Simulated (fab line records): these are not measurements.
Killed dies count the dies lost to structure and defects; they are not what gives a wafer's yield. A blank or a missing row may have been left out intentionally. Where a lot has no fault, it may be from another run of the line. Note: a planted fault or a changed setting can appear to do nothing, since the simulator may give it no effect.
A lot that was struck, set against a sound lot + flow gf180mcu + 44 steps out of a route of 602
Sound: these wafers, L417.1, L417.2, L417.5. Struck: wafer L431.3. (L431.4, L431.5 of the same lot were not struck and are left out.) The cause comes at the end.
Order at every step that has rows: each side's tool, ch and its chambers, its first start. Under that, the readings that differ: sound wafers + struck wafers + difference of the means + sigmas: that difference in standard deviations of wafers without a fault.
alike: a reading whose means differ by less than 2 such deviations, as well as words and numbers matching on both sides. not compared: withheld readings; readings where some wafer has no value; bounds like >300 that might hide an equal value; numbers whose values overlap and for which the record gives no deviation.
The two part at a step that has a row with sigmas, a row that says differs or no value, or rows on one side only. Non-overlapping numbers with no deviation appear without sigmas and do not part them. A reading that every wafer of one side lacks parts them only if that side has two wafers or more.

first, 2 steps without rows for these wafers: GF_V3_STRIP_19 (strips in post etch residue remover, time 1200 s); GF_V3_CLEAN_20 (cleans in DIW).
GF_V3_SPUTTER_21: material Ti, target thk 15 nm, time 80.02 s.
  struck on pvd sputter-01, day 27 12:10; sound on pvd sputter-02, day 23 07:55
  alike: throttle valve pct
GF_V3_SPUTTER_22: material TiN, target thk 10 nm, time 40 s.
  struck on pvd sputter-01, day 27 12:13; sound on pvd sputter-02, day 23 07:59
| reading                | sound          | struck | difference | sigmas |
|------------------------|----------------|--------|------------|--------|
| throttle valve pct (%) | 28.6 31.9 31.9 | 27.9   | -2.9       | -2     |
then, 1 step without rows for these wafers: GF_V3_CVD_23 (deposits W, target thk 350 nm, time 104.9 s).
GF_V3_RS_MEAS_24: measures by four-point-probe.
  struck on film metro-02, day 27 12:25; sound on film metro-04, day 23 08:08
  alike: V3_W_RS
GF_V3_THK_MEAS_25: measures by xrf.
  struck on film metro-02, day 27 12:31; sound on film metro-04, day 23 08:15
  alike: V3_W_THK
GF_V3_CMP_26: polishes, stops on SiO2, t overpolish 15 s, target thk 0 nm.
  sound on cmp-01 ch 1,3, day 23 08:19; struck on cmp-01 ch 2, day 27 12:34
| reading                | sound    | struck | difference | sigmas |
|------------------------|----------|--------|------------|--------|
| time to endpoint s (s) | 84 88 80 | 91     | +7         | +2     |
  alike: motor current A, overpolish run s
then, 4 steps without rows for these wafers: GF_M4_SPUTTER_00 (material Ti, target thk 37.5 nm, time 150 s); GF_M4_SPUTTER_01 (material TiN, target thk 30 nm, time 25 s); GF_M4_SPUTTER_02 (material AlCu, target thk 450 nm, time 23.9 s); GF_M4_SPUTTER_03 (material Ti, target thk 10 nm, time 6.7 s).
GF_M4_SPUTTER_04: material TiN, target thk 50 nm, time 41.7 s.
  struck on pvd sputter-02, day 27 13:02; sound on pvd sputter-02, day 23 08:47
| reading                                | sound            | struck | difference | sigmas |
|----------------------------------------|------------------|--------|------------|--------|
| throttle valve pct (%)                 | 32.0 32.8 29.5   | 28.8   | -2.6       | -2     |
| model.TiN_of_M4_SPUTTER_04.thk nm (nm) | 49.39 49.4 49.32 | 47.55  | -1.82      |        |
GF_M4_RS_MEAS_05: measures by four-point-probe.
  struck on film metro-04, day 27 13:07; sound on film metro-04, day 23 08:50
  alike: M4_ALCU_RS
GF_M4_THK_MEAS_06: measures by xrf.
  struck on film metro-04, day 27 13:13; sound on film metro-04, day 23 08:57
  alike: M4_ALCU_THK
then, 7 steps without rows for these wafers: GF_M4_DEHYDRATE_07 (time 60 s); GF_M4_HMDS_08 (prime time 60 s); GF_M4_COAT_09 (resist thk 1000 nm); GF_M4_SOFTBAKE_10 (time 60 s); GF_M4_EXPOSE_11 (exposes mask Metal4, target cd 280 nm); GF_M4_PEB_12 (peb time 90 s); GF_M4_DEVELOP_13 (develop time 60 s).
GF_M4_CD_MEAS_14: the cd target is 280 nm.
  struck on cd sem-01, day 28 08:52; sound on cd sem-02, day 24 06:59
  alike: cd nm
GF_M4_OVL_MEAS_15:
  struck on overlay-02, day 28 08:58; sound on overlay-02, day 24 07:06
  alike: M4_OVL
GF_M4_METAL_ETCH_16: etches the open film in Cl2/BCl3, stops on SiO2, target depth 750.8 nm, time 125.1 s.
  sound on rie metal-04 ch 0, day 24 07:08; struck on rie metal-04 ch 1, day 28 09:04
| reading                     | sound       | struck | difference | sigmas |
|-----------------------------|-------------|--------|------------|--------|
| drypump motor current A (A) | 5.4 5.4 5.4 | 6.4    | +1.0       | +2     |
  alike: bcl3 flow sccm, oes product au, throttle valve pct
  not compared: rf hours counter h
then, 4 steps without rows for these wafers: GF_M4_STRIP_17 (strips in O2/N2); GF_M4_STRIP_18 (strips in post etch residue remover, time 1200 s); GF_M4_CLEAN_19 (cleans in DIW); GF_V4_CVD_00 (deposits SiO2, target thk 600 nm, time 100 s).
GF_V4_THK_MEAS_01:
  struck on film metro-03, day 28 09:52; sound on film metro-02, day 24 08:00
  alike: V4_CVD_00_THK
GF_V4_CVD_02: deposits SiO2 from TEOS, target thk 850 nm, time 94.851 s.
  sound on pecvd-03 ch 1,2, day 24 08:04; struck on pecvd-02 ch 2, day 28 09:54
  alike: heater power w
  not compared: since wet clean h
GF_V4_THK_MEAS_03:
  struck on film metro-02, day 28 09:59; sound on film metro-01, day 24 08:07
  alike: V4_CVD_02_THK
then, 1 step without rows for these wafers: GF_V4_CMP_04 (polishes SiO2).
GF_V4_BOW_MEAS_05:
  struck on film metro-01, day 28 10:22; sound on film metro-02, day 24 08:29
  alike: V4_BOW
then, 8 steps without rows for these wafers: GF_V4_DEHYDRATE_06 (time 60 s); GF_V4_HMDS_07 (prime time 60 s); GF_V4_COAT_08; GF_V4_COAT_09 (resist thk 1000 nm); GF_V4_SOFTBAKE_10 (time 60 s); GF_V4_EXPOSE_11 (exposes mask Via4, target cd 260 nm); GF_V4_PEB_12 (peb time 90 s); GF_V4_DEVELOP_13 (develop time 60 s).
GF_V4_STRIP_19: strips in post etch residue remover, time 1200 s.
  sound on wet bench-04 ch 1, day 25 06:25; struck on wet bench-03 ch 2, day 29 05:28
| reading                                | sound             | struck | difference | sigmas |
|----------------------------------------|-------------------|--------|------------|--------|
| model.TiN_of_M4_SPUTTER_04.thk nm (nm) | 48.55 48.56 48.48 | 46.71  | -1.82      |        |
then, 1 step without rows for these wafers: GF_PASSIVATION_PROBE_99.

## WHERE THEY PART
Earliest at GF_V3_SPUTTER_22; latest, in this record, at GF_M4_METAL_ETCH_16. Later steps at which nothing parts them and some readings are alike: GF_V4_THK_MEAS_01, GF_V4_CVD_02, GF_V4_THK_MEAS_03, GF_V4_BOW_MEAS_05.

WHY: what the simulator had put in
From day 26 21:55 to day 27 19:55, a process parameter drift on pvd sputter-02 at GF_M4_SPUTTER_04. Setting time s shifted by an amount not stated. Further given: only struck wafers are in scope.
